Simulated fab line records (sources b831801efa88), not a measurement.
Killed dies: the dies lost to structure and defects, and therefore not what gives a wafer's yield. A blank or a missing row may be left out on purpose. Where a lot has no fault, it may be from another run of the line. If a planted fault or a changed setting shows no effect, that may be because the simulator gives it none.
What tool caused it? -- flow sky130 -- 11 lots, 33 wafers sampled, at 3 steps of a route of 708

WHAT THE GAUGES READ, wafer by wafer
SKY_METAL5_THK_MEAS_06: measures by xrf.
lot,measured,on,METAL5_ALCU_THK (nm)
L651,day 44 13:23,film metro-03,1141 1142 1127
L652,day 44 23:14,film metro-02,1124 1127 1124
L653,day 45 01:01,film metro-03,1150 1153 1141
L656,day 46 04:50,film metro-04,1137 1126 1132
L657,day 46 08:06,film metro-02,1140 1128 1138
L658,day 46 18:53,film metro-04,1130 1142 1140
L659,day 47 00:38,film metro-04,1165 1151 1174
L660,day 47 04:50,film metro-02,1130 1111 1137
L662,day 47 19:31,film metro-02,1129 1135 1122
L663,day 48 02:53,film metro-02,1154 1126 1127
L673,day 49 23:01,film metro-02,1131 1120 1131

TOOL THAT RAN EACH LOT (tool first, then ch and the chambers of the sampled wafers, then the start)
lot,SKY_METAL4_STRIP_19,SKY_METAL5_SPUTTER_00
L651,"plasma asher-04 ch 0,1, day 43 11:44","pvd sputter-01, day 44 13:06"
L652,"plasma asher-01 ch 0,1, day 43 21:02","pvd sputter-01, day 44 22:56"
L653,"plasma asher-02 ch 0,1, day 43 23:19","pvd sputter-04, day 45 00:44"
L656,"plasma asher-02 ch 0,1, day 45 03:13","pvd sputter-01, day 46 04:33"
L657,"plasma asher-02 ch 0,1, day 45 06:32","pvd sputter-01, day 46 07:49"
L658,"plasma asher-01 ch 0,1, day 45 17:55","pvd sputter-04, day 46 18:35"
L659,"plasma asher-04 ch 0,1, day 46 00:29","pvd sputter-04, day 47 00:21"
L660,"plasma asher-04 ch 0,1, day 46 03:35","pvd sputter-03, day 47 04:32"
L662,"plasma asher-02 ch 0,1, day 46 20:02","pvd sputter-01, day 47 19:12"
L663,"plasma asher-04 ch 0,1, day 47 02:41","pvd sputter-04, day 48 02:35"
L673,"plasma asher-04 ch 0,1, day 49 01:11","pvd sputter-01, day 49 22:43"
- SKY_METAL4_STRIP_19: strips in O2/N2.
- SKY_METAL5_SPUTTER_00: material Ti, target thk 15 nm, time 10 s.

AS READ BY THE TOOLS THEMSELVES (means over the sampled wafers that have a number; for cases with no such wafer, the mark the record gives instead)
SKY_METAL4_STRIP_19.
lot,tool,drypump motor current A (A),oes product au (a.u.),strip time to endpoint s (s)
L651,plasma asher-04,5.5,0.502,6.47
L652,plasma asher-01,6.3,0.499,6.51
L653,plasma asher-02,5.4,0.512,6.58
L656,plasma asher-02,6.0,0.505,6.61
L657,plasma asher-02,5.4,0.504,6.62
L658,plasma asher-01,6.3,0.506,6.64
L659,plasma asher-04,5.7,0.506,6.64
L660,plasma asher-04,5.6,0.502,6.56
L662,plasma asher-02,5.4,0.508,6.64
L663,plasma asher-04,5.5,0.502,6.49
L673,plasma asher-04,5.7,0.504,6.64

SKY_METAL5_SPUTTER_00.
lot,tool,throttle valve pct (%)
L651,pvd sputter-01,30.5
L652,pvd sputter-01,29.7
L653,pvd sputter-04,30.8
L656,pvd sputter-01,29.8
L657,pvd sputter-01,30.6
L658,pvd sputter-04,30.8
L659,pvd sputter-04,30.6
L660,pvd sputter-03,31.5
L662,pvd sputter-01,29.8
L663,pvd sputter-04,30.9
L673,pvd sputter-01,30.2

THE ANSWER, worked out from the rows above alone
Rule: what is usual is taken from the lots themselves. Put in order of their means at a reading, lots are off if they are a third of the lots or fewer, leave a main group of 4 or more, and stand apart from it by a gap of 3 or more times the standard deviation of the main group's means; of several such gaps the widest counts. A main group whose means are all the same, to the digits that the tables above print for the reading, isn't used. Also off: a lot with no number at a reading for which 4 or more lots have one. All remaining lots with rows at the step are treated as sound. Order of review: gauges by route order, followed by the tools' own readings, for which a lot's mean as printed above is used. At the first step where some lot is off, the reading lying furthest off is the one used; lots without a number count as furthest.
None of the lots is off at any reading shown; this tells nothing.

WHAT THE SIMULATOR PUT IN
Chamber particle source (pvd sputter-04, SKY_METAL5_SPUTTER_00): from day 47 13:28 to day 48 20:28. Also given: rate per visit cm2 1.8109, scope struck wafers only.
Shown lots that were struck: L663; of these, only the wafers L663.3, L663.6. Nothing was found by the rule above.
